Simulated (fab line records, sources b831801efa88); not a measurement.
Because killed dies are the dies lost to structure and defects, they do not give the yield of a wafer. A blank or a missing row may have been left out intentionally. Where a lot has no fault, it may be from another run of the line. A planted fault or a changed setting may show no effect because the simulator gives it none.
Struck lot and sound lot, side by side -- flow sky130 -- 21 steps out of a route of 708
Sound: wafers L620.1, L620.2, L620.4. Struck: wafers L628.2, L628.4, L628.5. At the end, the cause is stated.
For every step that has rows: the tool of each side, followed by ch and its chambers, followed by its first start. Under that, the readings that differ: sound wafers -- struck wafers -- difference of the means -- sigmas: that difference in standard deviations of wafers without a fault.
alike: readings with means less than 2 such deviations apart, plus words and numbers identical on both sides. not compared: withheld readings, readings lacking a value on some wafer, bounds such as >300 that could conceal the same value, and numbers that have no deviation in the record and whose values overlap.
A row with sigmas, a row that says differs or no value, or rows on one side alone: a step with any of these is where the two part. Numbers that have no deviation but don't overlap get no sigmas and don't part them. A reading missing from all wafers of one side parts the sides only when that side holds two or more wafers.

SKY_POLY_GATE_THK_MEAS_21:
  struck on film metro-04, day 21 23:11; sound on film metro-04, day 18 16:15
  alike: POLY_GATE_OXIDATION_THK
SKY_POLY_GATE_CD_MEAS_22:
  struck on cd sem-02, day 21 23:16; sound on cd sem-01, day 18 16:25
  alike: cd nm
then, 7 steps without rows for these wafers: SKY_LDD_N_DEHYDRATE_00 (time 60 s); SKY_LDD_N_HMDS_01 (prime time 60 s); SKY_LDD_N_COAT_02 (resist thk 300 nm); SKY_LDD_N_SOFTBAKE_03 (time 60 s); SKY_LDD_N_EXPOSE_04 (exposes mask NTM, target cd 840 nm); SKY_LDD_N_PEB_05; SKY_LDD_N_DEVELOP_06 (develop time 60 s).
SKY_LDD_N_OVL_MEAS_07:
  struck on overlay-02, day 23 06:04; sound on overlay-01, day 19 23:19
  alike: LDD_N_OVL
then, 2 steps without rows for these wafers: SKY_LDD_N_IMPLANT_08; SKY_LDD_N_IMPLANT_09.
SKY_LDD_N_IMPLANT_10:
  sound on implanter-01 ch 0, day 19 23:39; struck on implanter-02 ch 0, day 23 06:26
reading,sound,struck,difference,sigmas
beam on s (s),10.19 10.11 9.99,8.05 8.02 8.15,-2.02,-9
faraday current uA,414 419 424,524 530 520,+106,+11
  alike: dose ions cm2
then, 5 steps without rows for these wafers: SKY_LDD_N_IMPLANT_11; SKY_LDD_N_IMPLANT_12; SKY_LDD_N_IMPLANT_13; SKY_LDD_N_IMPLANT_14; SKY_LDD_N_IMPLANT_15.
SKY_LDD_N_STRIP_16: strips in O2/N2.
  sound on plasma asher-04 ch 0,1, day 20 00:33; struck on plasma asher-01 ch 0, day 23 07:18
reading,sound,struck,difference,sigmas
drypump motor current A (A),5.56 5.68 5.55,5.06 5.07 5.08,-0.53,-2
strip time to endpoint s (s),4.341 4.354 4.330,4.263 4.266 4.266,-0.077,-5
  alike: o2 flow sccm, oes product au
  not compared: rf hours counter h
SKY_LDD_N_TW_MEAS_17:
  struck on film metro-03, day 23 07:25; sound on film metro-03, day 20 00:39
  alike: LDD_N_TW
-- the record jumps here: 27 days lie between the struck wafers' starts before and after (it left off in module LDD_N and takes up again in module PAD_OPEN, whose first step shown is number 708 of the route) --
SKY_PAD_OPEN_PROBE_99:
  record: rows for the struck wafers here (prober-01, day 49 21:22), none for the sound ones

WHERE THEY PART
Last at SKY_PAD_OPEN_PROBE_99 as far as this record goes, first at SKY_LDD_N_IMPLANT_10.

WHY: whatever the simulator had introduced
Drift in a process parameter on implanter-02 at SKY_LDD_N_IMPLANT_10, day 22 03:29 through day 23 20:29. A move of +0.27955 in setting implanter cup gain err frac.
